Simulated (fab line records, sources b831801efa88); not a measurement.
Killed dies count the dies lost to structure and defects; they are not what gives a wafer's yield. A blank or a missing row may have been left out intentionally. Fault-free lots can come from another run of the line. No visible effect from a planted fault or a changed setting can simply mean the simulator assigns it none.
Which tool is to blame?	flow gf180mcu	39 wafers from 13 lots sampled at 5 of the route's 602 steps

WHAT EACH GAUGE READ, for each wafer
GF_VT_IMPLANT_TW_MEAS_43.
lot	measured	on	VT_IMPLANT_4_TW
L279	day 7 11:08	film-metro-03	702 699 697
L280	day 7 17:43	film-metro-03	701 700 697
L281	day 8 12:20	film-metro-04	689 695 689
L284	day 9 01:33	film-metro-03	694 693 693
L285	day 9 06:59	film-metro-03	698 696 696
L286	day 9 16:55	film-metro-04	695 693 696
L287	day 10 00:04	film-metro-02	693 689 688
L290	day 10 14:20	film-metro-03	695 690 693
L292	day 11 04:37	film-metro-02	691 691 688
L293	day 11 14:08	film-metro-03	742 743 745 743 746 747
L294	day 11 17:41	film-metro-03	749 744 744 752 745 743
L300	day 13 10:58	film-metro-04	693 694 692
L301	day 13 15:26	film-metro-04	691 696 694

GF_HV_LDD_CD_MEAS_19: target cd 400 nm.
lot	measured	on	cd-nm (nm)
L279	day 10 17:20	cd-sem-02	400.7 401.5 397.7
L280	day 11 02:19	cd-sem-02	398.3 398.2 399.3
L281	day 11 20:01	cd-sem-01	402.7 402.6 401.1
L284	day 12 09:34	cd-sem-01	398.6 395.7 396.8
L285	day 12 14:24	cd-sem-02	400.9 403.3 401.6
L286	day 13 03:04	cd-sem-02	394.3 395.6 396.9
L287	day 13 12:52	cd-sem-01	402.3 400.5 399.2
L290	day 14 04:28	cd-sem-02	398.5 399.6 397.4
L292	day 14 21:05	cd-sem-02	406.2 403.4 404.4
L293	day 15 04:13	cd-sem-01	397.7 400.8 399.8
L294	day 15 10:37	cd-sem-02	401.3 402.1 401.8
L300	day 17 10:31	cd-sem-02	398.3 399.0 397.8
L301	day 17 15:20	cd-sem-02	399.0 399.5 398.7

GF_HV_LDD_THK_MEAS_55.
lot	measured	on	HV_LDD_CVD_54_THK (nm)
L279	day 12 10:04	film-metro-01	10.27 10.42 10.26
L280	day 12 18:43	film-metro-04	9.71 9.81 9.84
L281	day 13 13:11	film-metro-03	10.32 10.24 10.28
L284	day 14 03:35	film-metro-03	10.00 10.06 10.04
L285	day 14 08:33	film-metro-03	9.78 9.77 9.91
L286	day 14 21:59	film-metro-03	10.18 10.11 10.10
L287	day 15 07:49	film-metro-03	10.09 10.00 10.13
L290	day 16 01:38	film-metro-04	10.19 10.09 10.07
L292	day 16 19:01	film-metro-03	9.98 9.97 9.84
L293	day 17 02:38	film-metro-04	10.01 10.11 9.98
L294	day 17 09:47	film-metro-03	10.12 10.03 10.01
L300	day 19 12:40	film-metro-03	10.09 10.18 10.03
L301	day 19 17:56	film-metro-03	9.94 9.83 9.88

WHAT TOOL EACH LOT RAN ON (gives the tool, then ch and the chambers of the sampled wafers, and finally the start)
lot	GF_VT_IMPLANT_IMPLANT_41	GF_POLY_GATE_STRIP_14
L279	implanter-03 ch 0, day 7 10:55	plasma-asher-01 ch 0,1, day 9 03:22
L280	implanter-03 ch 0, day 7 17:29	plasma-asher-01 ch 0,1, day 9 12:21
L281	implanter-04 ch 0, day 8 12:05	plasma-asher-04 ch 0,1, day 10 05:40
L284	implanter-03 ch 0, day 9 01:19	plasma-asher-02 ch 0,1, day 10 18:32
L285	implanter-02 ch 0, day 9 06:44	plasma-asher-02 ch 0,1, day 10 23:46
L286	implanter-03 ch 0, day 9 16:40	plasma-asher-04 ch 0,1, day 11 10:44
L287	implanter-04 ch 0, day 9 23:52	plasma-asher-04 ch 0,1, day 11 18:57
L290	implanter-03 ch 0, day 10 14:05	plasma-asher-02 ch 0,1, day 12 10:17
L292	implanter-02 ch 0, day 11 04:23	plasma-asher-01 ch 0,1, day 13 02:19
L293	implanter-03 ch 0, day 11 13:53	plasma-asher-04 ch 0, day 13 11:01
L294	implanter-03 ch 0, day 11 17:26	plasma-asher-02 ch 0,1, day 13 14:41
L300	implanter-02 ch 0, day 13 10:43	plasma-asher-04 ch 0,1, day 15 10:55
L301	implanter-04 ch 0, day 13 15:11	plasma-asher-04 ch 0,1, day 15 16:35
- GF_VT_IMPLANT_IMPLANT_41
- GF_POLY_GATE_STRIP_14: strips in O2/N2.

WHAT THE TOOLS THEMSELVES READ (means of the sampled wafers that have a number; where no wafer has one, the mark that the record gives instead)
GF_VT_IMPLANT_IMPLANT_41.
lot	tool	beam-energy-keV	end-station-pressure-torr (Torr)
L279	implanter-03	69.990	5.17e-06
L280	implanter-03	70.018	4.99e-06
L281	implanter-04	70.001	5.07e-06
L284	implanter-03	69.987	4.82e-06
L285	implanter-02	69.992	5.09e-06
L286	implanter-03	70.024	5.02e-06
L287	implanter-04	69.993	4.85e-06
L290	implanter-03	70.024	5.21e-06
L292	implanter-02	70.031	5.15e-06
L293	implanter-03	89.647	4.87e-06
L294	implanter-03	89.649	5.09e-06
L300	implanter-02	70.002	4.94e-06
L301	implanter-04	70.006	4.95e-06

GF_POLY_GATE_STRIP_14.
lot	tool	drypump-motor-current-A (A)	heater-power-w (W)	n2-flow-sccm (sccm)	oes-product-au (a.u.)
L279	plasma-asher-01	6.3	315	299.7	0.507
L280	plasma-asher-01	6.2	315	300.3	0.508
L281	plasma-asher-04	5.6	302	300.1	0.505
L284	plasma-asher-02	5.8	377	300.7	0.507
L285	plasma-asher-02	5.8	386	299.8	0.511
L286	plasma-asher-04	5.6	304	300.6	0.505
L287	plasma-asher-04	5.4	356	301.4	0.510
L290	plasma-asher-02	5.8	385	300.8	0.503
L292	plasma-asher-01	6.3	321	300.1	0.506
L293	plasma-asher-04	5.2	403	299.9	0.502
L294	plasma-asher-02	5.8	379	300.8	0.499
L300	plasma-asher-04	5.4	353	299.5	0.509
L301	plasma-asher-04	5.6	311	300.3	0.500

THE ANSWER, worked out from the rows above alone
Rule: usual is defined by the lots themselves. The widest of any qualifying gaps counts: lots, ordered by their means at a reading, are off when they make up no more than a third of the lots, leave a main group of 4 or more, and stand apart from it by 3 or more times the standard deviation of that group's means. A main group whose means are all the same, to the digits that the tables above print for the reading, isn't used. A lot without any number at a reading at which 4 lots or more have one is off too. Any other lot the step has rows for is counted as sound. After the gauges, taken in route order, come the tools' own readings; for these a lot's mean is taken, as printed above. The first step at which some lot is off is used, and at that step the reading that is off furthest; a lot without a number counts as furthest.
Off: at GF_VT_IMPLANT_TW_MEAS_43 (VT_IMPLANT_4_TW), L293, L294. The main group has a mean of 694 with a standard deviation of 3.1.
A tool fits if, at a process step before that reading, it ran every lot that is off, and no sound lot after the first of them. The gauges at GF_VT_IMPLANT_TW_MEAS_43 aren't tried: what is off there is off at GF_VT_IMPLANT_IMPLANT_41 too, on other tools, and a gauge's error can't cause that. One fits: GF_VT_IMPLANT_IMPLANT_41 on implanter-03. Its last sound lot is L290 (day 10 14:05), its first lot that is off L293 (day 11 13:53): a fault that began between those two fits.
On the lots that are off, the tool's own readings at GF_VT_IMPLANT_IMPLANT_41 differ by more than 5 times the standard deviation of the sound lots' means, which bears it out; beam-energy-keV reads 89.648 there versus 70.006 on the sound lots.

WHAT THE SIMULATOR HAD PUT IN
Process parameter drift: implanter-03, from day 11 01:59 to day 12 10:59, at GF_VT_IMPLANT_IMPLANT_41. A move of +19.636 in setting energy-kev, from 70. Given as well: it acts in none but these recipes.
Struck lots among those shown: L293, L294. Same finding as the rule above.
